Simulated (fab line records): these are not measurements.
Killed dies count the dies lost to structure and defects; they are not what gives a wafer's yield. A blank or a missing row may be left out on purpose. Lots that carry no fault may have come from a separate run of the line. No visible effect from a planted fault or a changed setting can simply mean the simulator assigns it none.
The tool behind it: which one? + flow gf180mcu + Sampling: 12 lots, 36 wafers, 5 of 602 route steps

## WHAT THE GAUGES SHOWED, per wafer
GF_VT_IMPLANT_TW_MEAS_32.
| lot  | measured     | on            | VT_IMPLANT_3_TW   |
|------|--------------|---------------|-------------------|
| L493 | day 6 22:48  | film metro-02 | 270.6 270.9 270.5 |
| L494 | day 7 07:17  | film metro-03 | 268.7 267.8 268.4 |
| L495 | day 7 18:50  | film metro-03 | 268.3 267.8 266.3 |
| L496 | day 8 00:53  | film metro-01 | 269.9 269.8 269.5 |
| L503 | day 9 19:29  | film metro-01 | 267.6 268.7 268.4 |
| L504 | day 10 01:05 | film metro-02 | 274.1 273.6 272.6 |
| L505 | day 10 08:59 | film metro-03 | 271.0 268.4 269.9 |
| L510 | day 11 15:29 | film metro-02 | 272.2 273.0 271.1 |
| L511 | day 11 22:52 | film metro-03 | 265.4 266.5 264.6 |
| L513 | day 12 13:53 | film metro-03 | 266.7 268.4 267.8 |
| L514 | day 12 19:45 | film metro-02 | 271.3 271.7 272.9 |
| L516 | day 13 15:51 | film metro-02 | 274.3 274.3 271.5 |

GF_PSD_RS_MEAS_14: uses a four-point probe to measure.
| lot  | measured     | on            | NSD_RS (ohm/sq)   |
|------|--------------|---------------|-------------------|
| L493 | day 14 07:08 | film metro-02 | 46.26 46.20 46.21 |
| L494 | day 14 19:26 | film metro-03 | 46.21 46.22 46.23 |
| L495 | day 15 10:59 | film metro-02 | 46.09 46.17 46.19 |
| L496 | day 15 21:57 | film metro-03 | 46.13 46.23 46.17 |
| L503 | day 18 05:11 | film metro-02 | 46.03 46.00 46.10 |
| L504 | day 18 12:47 | film metro-03 | 46.21 46.13 46.17 |
| L505 | day 18 22:45 | film metro-03 | 46.11 46.10 46.13 |
| L510 | day 20 15:36 | film metro-02 | 46.22 46.21 46.14 |
| L511 | day 21 01:14 | film metro-02 | 46.09 46.09 46.17 |
| L513 | day 21 17:11 | film metro-02 | 46.18 46.09 46.16 |
| L514 | day 22 01:17 | film metro-02 | 46.01 46.17 46.01 |
| L516 | day 22 23:48 | film metro-02 | 46.14 46.16 46.18 |

GF_PSD_RS_MEAS_15: uses a four-point probe to measure.
| lot  | measured     | on            | PSD_RS (ohm/sq)      |
|------|--------------|---------------|----------------------|
| L493 | day 14 07:15 | film metro-02 | 108.90 108.92 108.65 |
| L494 | day 14 19:34 | film metro-03 | 108.60 108.31 108.88 |
| L495 | day 15 11:07 | film metro-02 | 108.57 108.53 108.47 |
| L496 | day 15 22:04 | film metro-03 | 108.27 108.82 108.34 |
| L503 | day 18 05:18 | film metro-02 | 108.28 108.34 108.25 |
| L504 | day 18 12:55 | film metro-03 | 108.88 108.56 108.65 |
| L505 | day 18 22:52 | film metro-03 | 108.33 108.43 108.10 |
| L510 | day 20 15:43 | film metro-02 | 108.71 108.78 108.55 |
| L511 | day 21 01:21 | film metro-02 | 108.30 108.22 108.80 |
| L513 | day 21 17:19 | film metro-02 | 108.25 108.61 108.51 |
| L514 | day 22 01:25 | film metro-02 | 108.38 108.84 108.75 |
| L516 | day 22 23:55 | film metro-02 | 108.98 108.57 108.57 |

## TOOL THAT RAN EACH LOT (tool first, then ch and the chambers of the sampled wafers, then the start)
| lot  | GF_STI_ETCH_14                  | GF_STI_STRIP_15                     |
|------|---------------------------------|-------------------------------------|
| L493 | rie si-02 ch 0,3, day 2 02:01   | plasma asher-03 ch 0,1, day 2 02:07 |
| L494 | rie si-02 ch 1,2,3, day 2 08:46 | plasma asher-03 ch 0,1, day 2 08:50 |
| L495 | rie si-01 ch 0,1,2, day 2 14:49 | plasma asher-02 ch 0,1, day 2 14:53 |
| L496 | rie si-02 ch 0,2,3, day 2 17:52 | plasma asher-02 ch 0,1, day 2 17:56 |
| L503 | rie si-02 ch 1,2,3, day 4 05:54 | plasma asher-01 ch 0,1, day 4 05:58 |
| L504 | rie si-02 ch 0,1,3, day 4 11:07 | plasma asher-01 ch 0,1, day 4 11:11 |
| L505 | rie si-02 ch 0,1,2, day 4 17:21 | plasma asher-03 ch 0,1, day 4 17:25 |
| L510 | rie si-01 ch 0,2, day 5 17:12   | plasma asher-03 ch 0,1, day 5 17:16 |
| L511 | rie si-01 ch 1,2,3, day 5 23:52 | plasma asher-01 ch 0,1, day 5 23:56 |
| L513 | rie si-01 ch 1,2,3, day 6 10:09 | plasma asher-03 ch 0,1, day 6 10:13 |
| L514 | rie si-01 ch 1,2, day 6 14:34   | plasma asher-03 ch 0,1, day 6 14:40 |
| L516 | rie si-01 ch 2,3, day 7 01:00   | plasma asher-01 ch 1, day 7 01:04   |
- GF_STI_ETCH_14: etches Si in HBr/Cl2/O2, target depth 360 nm, time 102.9 s.
- GF_STI_STRIP_15: strips in O2/N2.

## WHAT THE TOOLS THEMSELVES READ (means of the sampled wafers that have a number; where no wafer has one, the mark that the record gives instead)
GF_STI_ETCH_14.
| lot  | tool      | drypump motor current A (A) | oes product au (a.u.) | throttle valve pct (%) |
|------|-----------|-----------------------------|-----------------------|------------------------|
| L493 | rie si-02 | 5.6                         | 1.010                 | 25.652                 |
| L494 | rie si-02 | 5.6                         | 0.992                 | 25.659                 |
| L495 | rie si-01 | 5.5                         | 1.006                 | 25.655                 |
| L496 | rie si-02 | 5.5                         | 1.004                 | 25.656                 |
| L503 | rie si-02 | 5.6                         | 0.983                 | 25.660                 |
| L504 | rie si-02 | 5.4                         | 0.698                 | 25.862                 |
| L505 | rie si-02 | 5.3                         | 0.695                 | 25.862                 |
| L510 | rie si-01 | 5.6                         | 1.013                 | 25.655                 |
| L511 | rie si-01 | 5.7                         | 1.015                 | 25.645                 |
| L513 | rie si-01 | 5.7                         | 1.002                 | 25.657                 |
| L514 | rie si-01 | 5.3                         | 0.997                 | 25.659                 |
| L516 | rie si-01 | 5.8                         | 1.005                 | 25.662                 |

GF_STI_STRIP_15.
| lot  | tool            | drypump motor current A (A) | heater power w (W) | oes product au (a.u.) | strip time to endpoint s (s) |
|------|-----------------|-----------------------------|--------------------|-----------------------|------------------------------|
| L493 | plasma asher-03 | 6.2                         | 280                | 0.385                 | 3.76                         |
| L494 | plasma asher-03 | 6.3                         | 334                | 0.387                 | 3.75                         |
| L495 | plasma asher-02 | 6.3                         | 382                | 0.386                 | 3.71                         |
| L496 | plasma asher-02 | 6.4                         | 385                | 0.384                 | 3.75                         |
| L503 | plasma asher-01 | 5.3                         | 377                | 0.389                 | 3.78                         |
| L504 | plasma asher-01 | 5.1                         | 361                | 0.404                 | 4.31                         |
| L505 | plasma asher-03 | 6.2                         | 282                | 0.410                 | 4.32                         |
| L510 | plasma asher-03 | 6.3                         | 332                | 0.379                 | 3.67                         |
| L511 | plasma asher-01 | 5.1                         | 368                | 0.380                 | 3.71                         |
| L513 | plasma asher-03 | 6.3                         | 336                | 0.384                 | 3.73                         |
| L514 | plasma asher-03 | 6.3                         | 332                | 0.384                 | 3.80                         |
| L516 | plasma asher-01 | 5.4                         | 392                | 0.386                 | 3.76                         |

## THE ANSWER, worked out from the rows above alone
Rule: usual is defined by the lots themselves. Put in order of their means at a reading, lots are off if they are a third of the lots or fewer, leave a main group of 4 or more, and stand apart from it by a gap of 3 or more times the standard deviation of the main group's means; of several such gaps the widest counts. A main group is skipped when, at the precision printed for the reading in the tables above, its means are all equal. Also off: a lot with no number at a reading for which 4 or more lots have one. Any other lot the step has rows for is counted as sound. First the gauges in route order, then the tools' own readings, where a lot's mean is used as printed above. At the first step where some lot is off, the reading lying furthest off is the one used; lots without a number count as furthest.
Off, at GF_STI_ETCH_14 on throttle valve pct: L504, L505. The main group: mean 25.656 %, standard deviation 0.0046.
A tool fits if, at that step or a process step before it, it ran every lot that is off, and no sound lot after the first of them. One candidate fits, namely rie si-02 at GF_STI_ETCH_14. Its last sound lot is L503 (day 4 05:54), its first lot that is off L504 (day 4 11:07): a fault that began between those two fits.
The tool's own readings at GF_STI_ETCH_14 bear it out: on the lots that are off they differ by more than 5 times the standard deviation of the sound lots' means. oes product au reads 0.696 a.u. there against 1.003 a.u. on the sound lots; throttle valve pct reads 25.862 % there against 25.656 % on the sound lots.

## WHAT WAS PUT IN BY THE SIMULATOR
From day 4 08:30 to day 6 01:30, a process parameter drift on rie si-02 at GF_STI_ETCH_14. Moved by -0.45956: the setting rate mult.
Lots struck among those shown: L504, L505. This agrees with what the rule above found.
